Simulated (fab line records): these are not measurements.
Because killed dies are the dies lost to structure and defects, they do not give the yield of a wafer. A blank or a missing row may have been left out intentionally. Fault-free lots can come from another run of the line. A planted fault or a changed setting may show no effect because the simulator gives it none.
Which tool did it? | flow sky130 | Sampling: 15 lots, 45 wafers, 4 of 708 route steps

== WHAT THE GAUGES SHOWED, per wafer ==
No reading from a measuring or inspecting step in the record can be judged against a usual standard deviation.

== WHICH TOOL RAN EACH LOT (tool, then ch and the chambers of the sampled wafers, then the start) ==
lot  | SKY_LI_CONTACT_ETCH_14             | SKY_LI_CONTACT_SPUTTER_20    | SKY_LI_CONTACT_CMP_24         | SKY_LOCAL_INTERCONNECT_PEB_09
L768 | rie diel-02 ch 0,2,3, day 28 17:08 | pvd sputter-03, day 28 17:38 | cmp-02 ch 0,1,2, day 28 18:07 | litho track-04 ch 0, day 29 23:00
L769 | rie diel-02 ch 1,2,3, day 29 08:28 | pvd sputter-04, day 29 08:58 | cmp-02 ch 0,1,2, day 29 09:26 | litho track-04 ch 0, day 30 13:00
L770 | rie diel-04 ch 2,3, day 29 15:50   | pvd sputter-03, day 29 16:20 | cmp-02 ch 0,2,3, day 29 16:43 | litho track-04 ch 0, day 30 20:00
L771 | rie diel-04 ch 2,3, day 29 22:29   | pvd sputter-04, day 29 23:17 | cmp-02 ch 1,3, day 29 23:57   | litho track-03 ch 0, day 31 03:00
L772 | rie diel-02 ch 1,2, day 30 18:23   | pvd sputter-03, day 30 18:55 | cmp-02 ch 0,3, day 30 19:16   | litho track-01 ch 0, day 31 22:00
L775 | rie diel-03 ch 1,2,3, day 31 17:16 | pvd sputter-03, day 31 17:47 | cmp-01 ch 0,2,3, day 31 18:09 | litho track-04 ch 0, day 32 21:00
L776 | rie diel-02 ch 0,1,2, day 31 20:16 | pvd sputter-02, day 31 20:46 | cmp-02 ch 0,2,3, day 31 21:10 | litho track-03 ch 0, day 33 00:00
L777 | rie diel-04 ch 0,2, day 32 11:11   | pvd sputter-04, day 32 11:42 | cmp-01 ch 0,2, day 32 12:04   | litho track-01 ch 0, day 33 15:00
L779 | rie diel-02 ch 0,3, day 32 19:08   | pvd sputter-02, day 32 19:40 | cmp-02 ch 0,2,3, day 32 20:07 | litho track-04 ch 0, day 33 23:00
L778 | rie diel-04 ch 0,1,3, day 32 22:56 | pvd sputter-03, day 32 23:27 | cmp-01 ch 0,3, day 32 23:52   | litho track-01 ch 0, day 34 02:00
L786 | rie diel-03 ch 0,3, day 36 21:10   | pvd sputter-04, day 36 21:40 | cmp-01 ch 0,2,3, day 36 22:16 | litho track-04 ch 0, day 37 23:00
L790 | rie diel-02 ch 0,1, day 36 21:20   | pvd sputter-02, day 36 21:52 | cmp-02 ch 0,3, day 36 22:16   | litho track-01 ch 0, day 37 23:00
L787 | rie diel-03 ch 1,2,3, day 37 00:20 | pvd sputter-03, day 37 00:50 | cmp-02 ch 0,1,3, day 37 01:23 | litho track-04, day 38 03:00
L789 | rie diel-04 ch 0,2,3, day 37 01:59 | pvd sputter-03, day 37 02:31 | cmp-02 ch 0,1,2, day 37 03:08 | litho track-04, day 38 04:00
L788 | rie diel-04 ch 0,1,3, day 37 04:49 | pvd sputter-03, day 37 05:19 | cmp-02 ch 0,2, day 37 05:52   | litho track-01, day 38 06:00
- SKY_LI_CONTACT_ETCH_14: etches BARC in N2/H2, stops on SiO2, time 45.9 s, target depth 60 nm.
- SKY_LI_CONTACT_SPUTTER_20: material TiN, target thk 20 nm, time 80 s.
- SKY_LI_CONTACT_CMP_24: polishes, stops on PSG, t overpolish 20 s, target thk 0 nm.
- SKY_LOCAL_INTERCONNECT_PEB_09

== AS READ BY THE TOOLS THEMSELVES (means over the sampled wafers that have a number; for cases with no such wafer, the mark the record gives instead) ==
SKY_LI_CONTACT_ETCH_14. Usual: drypump motor current A 5.5 A, standard deviation 0.32; h2 flow sccm 200.1 sccm, standard deviation 0.53; oes product au 0.854 a.u., standard deviation 0.0046; rf fwd power W 494.8 W, standard deviation 2.4; throttle valve pct 13.225 %, standard deviation 0.0084.
lot  | tool        | drypump motor current A (A) | h2 flow sccm (sccm) | oes product au (a.u.) | rf fwd power W (W) | throttle valve pct (%) | flag
L768 | rie diel-02 | 5.5                         | 200.0               | 0.856                 | 495.2              | 13.226                 |
L769 | rie diel-02 | 5.6                         | 199.9               | 0.851                 | 494.2              | 13.223                 |
L770 | rie diel-04 | 5.5                         | 199.8               | 0.858                 | 495.0              | 13.220                 |
L771 | rie diel-04 | 5.4                         | 200.1               | 0.848                 | 496.7              | 13.233                 |
L772 | rie diel-02 | 5.4                         | 199.9               | 0.855                 | 495.3              | 13.220                 |
L775 | rie diel-03 | 5.4                         | 199.7               | 0.854                 | 494.4              | 13.226                 |
L776 | rie diel-02 | 5.4                         | 199.8               | 0.849                 | 495.5              | 13.224                 |
L777 | rie diel-04 | 5.7                         | 200.7               | 0.855                 | 493.6              | 13.216                 |
L779 | rie diel-02 | 5.7                         | 200.4               | 0.855                 | 497.3              | 13.220                 |
L778 | rie diel-04 | 5.2                         | 200.4               | 0.852                 | 493.2              | 13.224                 |
L786 | rie diel-03 | 5.3                         | 200.7               | 0.851                 | 492.4              | 13.228                 |
L790 | rie diel-02 | 5.4                         | 200.0               | 0.857                 | 496.4              | 13.231                 |
L787 | rie diel-03 | 5.4                         | 200.3               | 0.855                 | 495.1              | 13.223                 |
L789 | rie diel-04 | 5.5                         | 199.4               | 0.850                 | 494.2              | 13.219                 |
L788 | rie diel-04 | 5.2                         | 200.1               | 0.858                 | 493.1              | 13.226                 |

SKY_LI_CONTACT_SPUTTER_20. Usual: cathode dc power W 4000.0 W, standard deviation 0.81; throttle valve pct 30.3 %, standard deviation 1.2.
lot  | tool           | cathode dc power W (W) | throttle valve pct (%) | flag
L768 | pvd sputter-03 | 3999.2                 | 29.8                   |
L769 | pvd sputter-04 | 4000.5                 | 30.9                   |
L770 | pvd sputter-03 | 4000.7                 | 30.0                   |
L771 | pvd sputter-04 | 4000.3                 | 29.9                   |
L772 | pvd sputter-03 | 4000.5                 | 30.9                   |
L775 | pvd sputter-03 | 4000.0                 | 30.7                   |
L776 | pvd sputter-02 | 3999.7                 | 30.4                   |
L777 | pvd sputter-04 | 4000.0                 | 30.6                   |
L779 | pvd sputter-02 | 4000.3                 | 30.3                   |
L778 | pvd sputter-03 | 4000.3                 | 30.9                   |
L786 | pvd sputter-04 | 4001.0                 | 29.8                   |
L790 | pvd sputter-02 | 4001.3                 | 30.2                   |
L787 | pvd sputter-03 | 4000.5                 | 30.7                   |
L789 | pvd sputter-03 | 4000.0                 | 29.2                   |
L788 | pvd sputter-03 | 3999.2                 | 30.7                   |

SKY_LI_CONTACT_CMP_24. Usual: motor current A 11.3 A, standard deviation 1.2; overpolish run s 20.000 s, standard deviation 0.0092; time to endpoint s 97 s, standard deviation 3.5.
lot  | tool   | motor current A (A) | overpolish run s (s) | time to endpoint s (s) | flag
L768 | cmp-02 | 11.5                | 19.990               | 94                     |
L769 | cmp-02 | 11.1                | 19.995               | 95                     |
L770 | cmp-02 | 11.6                | 20.001               | 95                     |
L771 | cmp-02 | 10.8                | 19.994               | 98                     |
L772 | cmp-02 | 11.0                | 20.006               | 96                     |
L775 | cmp-01 | 11.2                | 19.994               | 98                     |
L776 | cmp-02 | 11.7                | 20.005               | 93                     |
L777 | cmp-01 | 12.0                | 19.992               | 97                     |
L779 | cmp-02 | 11.5                | 20.001               | 96                     |
L778 | cmp-01 | 12.2                | 20.003               | 99                     |
L786 | cmp-01 | 11.5                | 20.000               | 99                     |
L790 | cmp-02 | 10.8                | 19.999               | 95                     |
L787 | cmp-02 | 10.7                | 19.992               | 97                     |
L789 | cmp-02 | 11.0                | 19.996               | 94                     |
L788 | cmp-02 | 10.8                | 19.999               | 94                     |

SKY_LOCAL_INTERCONNECT_PEB_09. Usual: exhaust pa at 44.9 Pa, with a standard deviation of 0.97.
lot  | tool           | exhaust pa (Pa) | flag
L768 | litho track-04 | 44.3            |
L769 | litho track-04 | 43.9            |
L770 | litho track-04 | 43.7            |
L771 | litho track-03 | 45.8            |
L772 | litho track-01 | 44.1            |
L775 | litho track-04 | 46.6            |
L776 | litho track-03 | 45.3            |
L777 | litho track-01 | 43.3            |
L779 | litho track-04 | 45.7            |
L778 | litho track-01 | 45.1            |
L786 | litho track-04 | 44.7            |
L790 | litho track-01 | 44.7            |
L787 | litho track-04 | -               | OFF
L789 | litho track-04 | -               | OFF
L788 | litho track-01 | -               | OFF

== THE ANSWER, worked out from the rows above alone ==
Rule: a lot counts as off when the mean over its wafers that have a number is more than 3 standard deviations away from the usual mean. A lot without any number at a reading at which 4 lots or more have one is off too. Where the step has rows for the other lots, those lots are counted as sound. Order of review: gauges by route order, followed by the tools' own readings, for which a lot's mean as printed above is used. At the first step where some lot is off, the reading lying furthest off is the one used; lots without a number count as furthest.
Off: L787, L789, L788 (SKY_LOCAL_INTERCONNECT_PEB_09, exhaust pa). Without a number there: L787, L789, L788.
If a tool, at that step or one of the process steps before it, ran each lot that is off and ran no sound lot following the first of them, it fits. Can't be told from this: 2 tools fit, pvd sputter-03 at SKY_LI_CONTACT_SPUTTER_20, cmp-02 at SKY_LI_CONTACT_CMP_24.

== WHAT THE SIMULATOR HAD PUT IN ==
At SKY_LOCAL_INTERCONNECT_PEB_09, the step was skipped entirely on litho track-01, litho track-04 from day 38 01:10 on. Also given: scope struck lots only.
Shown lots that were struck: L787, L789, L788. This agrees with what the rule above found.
